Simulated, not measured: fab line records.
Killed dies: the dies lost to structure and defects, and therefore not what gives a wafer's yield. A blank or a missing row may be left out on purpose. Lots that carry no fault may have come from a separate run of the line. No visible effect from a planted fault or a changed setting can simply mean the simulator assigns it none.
Matching of chambers	flow sky130	SKY_VIA2_CMP_24 on cmp-01: 4 sister chambers
The step polishes, stops on SiO2, t overpolish 20 s, target thk 0 nm. 8 wafers are shown with their chamber, then 9 later ones without.

== WAFERS PAIRED WITH THEIR CHAMBERS ==
wafer	chamber	motor current A (A)	time to endpoint s (s)
L113.5	3	11.7	102
L118.1	0	11.9	98
L118.5	1	10.2	98
L120.3	3	11.2	95
L120.4	0	11.5	96
L122.1	1	10.6	102
L122.2	2	9.4	101
L122.6	2	10.0	99

== WAFERS WHOSE CHAMBER IS MISSING ==
wafer	motor current A (A)	time to endpoint s (s)
L126.2	11.4	103
L126.4	9.9	101
L126.6	10.5	103
L125.2	10.4	102
L125.3	10.4	104
L125.6	11.4	102
L130.1	12.0	102
L130.3	10.2	98
L130.4	10.7	96

== CHAMBER TAKEN BY EACH ==
wafer	from the rows above	in truth
L126.2	can't be placed: 3 or 0 or 1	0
L126.4	can't be placed: 2 or 1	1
L126.6	can't be placed: 1 or 2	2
L125.2	can't be placed: 1 or 2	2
L125.3	can't be placed: 1 or 2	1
L125.6	can't be placed: 3 or 0 or 1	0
L130.1	can't be placed: 0 or 3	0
L130.3	can't be placed: 1 or 2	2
L130.4	can't be placed: 1 or 3 or 0 or 2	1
Placed correctly: 0 of 9. Cannot be placed on the basis of these rows: 9; the candidates contain the true chamber in 9. Placed wrongly: 0.
How it was worked out, from the rows above alone: a wafer's distance from a chamber is the root of the sum, over the readings, of the square of ((its reading less the chamber's mean) divided by the reading's scatter). The wafer belongs to the nearest chamber; if the next one is less than 2 further off, it can't be placed. Each chamber's mean is taken over the wafers shown for it. How the scatter is found: for the shown wafers, subtract from each reading the mean of its chamber, square and add these, divide the total by (wafers less chambers), then take the root.
